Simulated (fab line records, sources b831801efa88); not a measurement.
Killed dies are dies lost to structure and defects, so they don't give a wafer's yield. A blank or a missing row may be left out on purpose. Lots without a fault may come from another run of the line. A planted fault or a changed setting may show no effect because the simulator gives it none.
One fault seen from 2 desks | flow gf180mcu | each desk has only its own numbers; what lay behind them comes last

THE TOOL OWNER'S DESK: wet_bench-03
The tool's own readings at GF_STI_WET_ETCH_20 (etches SiO2 in dHF, target depth 20 nm, time 400 s): means of the sampled wafers that have a number, for each lot that ran on this tool. A lot is out of limits, marked OUT, if its mean lies more than 4 standard deviations from the usual mean; the brackets give that distance.
Columns: A = bath_heat_duty_pct at GF_STI_WET_ETCH_20, usual 6.3 %
lot  | first seen here | A
L421 | day 3 04:44     | 5.7
L422 | day 3 10:35     | 6.2
L426 | day 4 05:16     | 6.6
L427 | day 4 11:02     | 5.5
L434 | day 6 01:03     | 5.4
L435 | day 6 04:02     | 6.2
L436 | day 6 09:05     | 5.2
L438 | day 6 20:27     | 6.1
This desk's finding: nothing out of limits on any of the 8 lots.

THE METROLOGY DESK
What the gauges read, lot by lot, whatever tool the lot ran on: means of the sampled wafers that have a number. A lot is out of limits, marked OUT, if its mean lies more than 4 standard deviations from the usual mean; the brackets give that distance.
Columns: A = V4_BOW at GF_V4_BOW_MEAS_05, usual 134 um
lot  | first seen here | A
L416 | day 23 12:04    | 134
L418 | day 24 05:14    | 115
L420 | day 25 05:10    | 150
L421 | day 25 07:39    | 146
L422 | day 25 16:46    | 133
L423 | day 25 21:02    | 129
L426 | day 26 18:39    | 144
L427 | day 27 09:01    | 148
L428 | day 27 14:13    | 119
L429 | day 27 18:58    | 129
L434 | day 29 15:40    | 128
L435 | day 29 19:13    | 133
L436 | day 29 23:23    | 135
L438 | day 30 09:02    | 136
This desk's finding: nothing out of limits on any of the 14 lots.

PUT TOGETHER
The tool owner's desk saw nothing out of limits.
The metrology desk saw nothing out of limits.

WHAT THE SIMULATOR HAD PUT IN
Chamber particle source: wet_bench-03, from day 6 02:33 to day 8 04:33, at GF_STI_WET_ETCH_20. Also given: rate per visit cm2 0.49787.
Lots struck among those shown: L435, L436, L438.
